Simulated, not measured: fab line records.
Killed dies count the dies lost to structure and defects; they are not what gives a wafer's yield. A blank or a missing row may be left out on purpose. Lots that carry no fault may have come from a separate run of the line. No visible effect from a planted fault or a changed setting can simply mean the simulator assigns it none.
Which tool was responsible?	flow gf180mcu	42 wafers from 14 lots sampled at 2 of the route's 602 steps

## WHAT THE GAUGES READ, wafer by wafer
GF_V5_THK_MEAS_01. Usual: V5_CVD_00_THK typically reads 300.4 nm, with standard deviation 3.
lot	measured	on	V5_CVD_00_THK (nm)	flag
L657	day 26 02:24	filmMetro-03	302.0 302.8 302.9	
L658	day 26 09:57	filmMetro-01	300.8 304.2 299.9	
L659	day 26 19:49	filmMetro-02	302.5 305.3 306.0	
L660	day 27 02:29	filmMetro-03	298.8 297.7 301.8	
L661	day 27 11:20	filmMetro-03	303.5 301.3 301.3	
L662	day 27 20:05	filmMetro-03	299.3 300.6 299.1	
L663	day 28 05:40	filmMetro-03	304.8 305.8 306.0	
L664	day 28 12:24	filmMetro-01	298.4 297.7 303.3	
L671	day 30 20:20	filmMetro-01	300.0 297.9 300.1	
L672	day 31 05:21	filmMetro-02	300.3 298.1 298.0	
L675	day 31 23:34	filmMetro-03	305.0 304.9 304.5	
L677	day 32 15:15	filmMetro-02	300.9 294.1 298.6	
L679	day 32 19:33	filmMetro-02	303.3 299.5 304.0	
L680	day 32 21:14	filmMetro-01	300.7 301.0 298.2	

## TOOL THAT RAN EACH LOT (tool first, then ch and the chambers of the sampled wafers, then the start)
lot	GF_MIM_SPUTTER_01
L657	pvdSputter-02, day 24 06:55
L658	pvdSputter-03, day 24 13:49
L659	pvdSputter-01, day 25 00:37
L660	pvdSputter-01, day 25 07:16
L661	pvdSputter-01, day 25 16:28
L662	pvdSputter-02, day 26 01:31
L663	pvdSputter-02, day 26 10:52
L664	pvdSputter-03, day 26 19:54
L671	pvdSputter-01, day 29 05:42
L672	pvdSputter-01, day 29 14:58
L675	pvdSputter-01, day 30 11:52
L677	pvdSputter-02, day 31 04:44
L679	pvdSputter-01, day 31 08:18
L680	pvdSputter-03, day 31 10:46
- GF_MIM_SPUTTER_01: material TiN, target thk 30 nm, time 25 s.

## AS READ BY THE TOOLS THEMSELVES (means over the sampled wafers that have a number; for cases with no such wafer, the mark the record gives instead)
GF_MIM_SPUTTER_01. Usual: throttleValvePct reads 29.7 % (standard deviation 1.1).
lot	tool	throttleValvePct (%)	flag
L657	pvdSputter-02	31.1	
L658	pvdSputter-03	29.3	
L659	pvdSputter-01	29.4	
L660	pvdSputter-01	29.2	
L661	pvdSputter-01	29.1	
L662	pvdSputter-02	30.6	
L663	pvdSputter-02	31.1	
L664	pvdSputter-03	29.9	
L671	pvdSputter-01	29.1	
L672	pvdSputter-01	29.2	
L675	pvdSputter-01	29.4	
L677	pvdSputter-02	31.2	
L679	pvdSputter-01	29.2	
L680	pvdSputter-03	28.9	

## THE ANSWER, worked out from the rows above alone
Rule: take the mean of a lot's wafers that have a number; if it is more than 3 standard deviations from the usual mean, the lot is off. A lot without any number at a reading at which 4 lots or more have one is off too. Where the step has rows for the other lots, those lots are counted as sound. First the gauges in route order, then the tools' own readings, where a lot's mean is used as printed above. At the first step where some lot is off, the reading lying furthest off is the one used; lots without a number count as furthest.
No lot is off at any reading shown: from this, nothing can be told.

## WHAT THE SIMULATOR PUT IN
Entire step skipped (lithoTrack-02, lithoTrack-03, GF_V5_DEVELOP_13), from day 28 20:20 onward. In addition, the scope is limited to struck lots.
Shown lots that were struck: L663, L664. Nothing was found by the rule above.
